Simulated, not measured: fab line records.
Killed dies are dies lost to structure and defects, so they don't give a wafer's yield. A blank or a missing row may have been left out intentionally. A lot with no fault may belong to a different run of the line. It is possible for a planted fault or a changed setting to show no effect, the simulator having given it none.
The same fault as seen by 2 desks / flow gf180mcu / every desk sees just its own numbers, and what lay behind them comes last

## METROLOGY DESK
What the gauges read for every lot (on any tool): the sampled wafers with a number, averaged. The brackets show how far a lot's mean lies from the usual mean; more than 4 standard deviations puts the lot out of limits, marked OUT.
Columns: A = V4_OVL at GF_V4_OVL_MEAS_15, usual 4 nm
lot=L773; first seen here=day 24 10:38; A=5
lot=L776; first seen here=day 25 08:37; A=7
lot=L779; first seen here=day 26 12:44; A=-4
lot=L781; first seen here=day 27 08:07; A=6
lot=L782; first seen here=day 27 11:56; A=9
lot=L783; first seen here=day 27 18:50; A=0
lot=L784; first seen here=day 28 04:22; A=12
lot=L785; first seen here=day 28 06:14; A=1
lot=L786; first seen here=day 28 14:50; A=4
lot=L787; first seen here=day 28 18:34; A=-4
lot=L789; first seen here=day 29 14:02; A=6
lot=L796; first seen here=day 31 06:32; A=-5
This desk found nothing out of limits on any of the 12 lots.

## THE TOOL OWNER'S DESK: cmp-02
The tool's own readings at GF_V4_CMP_04 (polishes SiO2): means of the sampled wafers that have a number, for each lot that ran on this tool. The brackets show how far a lot's mean lies from the usual mean; more than 4 standard deviations puts the lot out of limits, marked OUT.
Columns: A = motor_current_A at GF_V4_CMP_04, usual 12.1 A; B = platen_rpm at GF_V4_CMP_04, usual 60.01 rpm; C = time_to_endpoint_s at GF_V4_CMP_04, usual 80 s
lot=L776; first seen here=day 24 10:37; A=11.2; B=60.01; C=79
lot=L785; first seen here=day 27 10:16; A=11.9; B=59.99; C=80
lot=L786; first seen here=day 27 19:04; A=12.6; B=60.03; C=79
lot=L787; first seen here=day 27 22:58; A=12.7; B=59.97; C=87
lot=L789; first seen here=day 28 19:01; A=12.7; B=60.01; C=85
This desk found nothing out of limits on any of the 5 lots.

## BROUGHT TOGETHER
The metrology desk saw nothing out of limits.
The tool owner's desk saw nothing out of limits.

## WHAT THE SIMULATOR PUT IN
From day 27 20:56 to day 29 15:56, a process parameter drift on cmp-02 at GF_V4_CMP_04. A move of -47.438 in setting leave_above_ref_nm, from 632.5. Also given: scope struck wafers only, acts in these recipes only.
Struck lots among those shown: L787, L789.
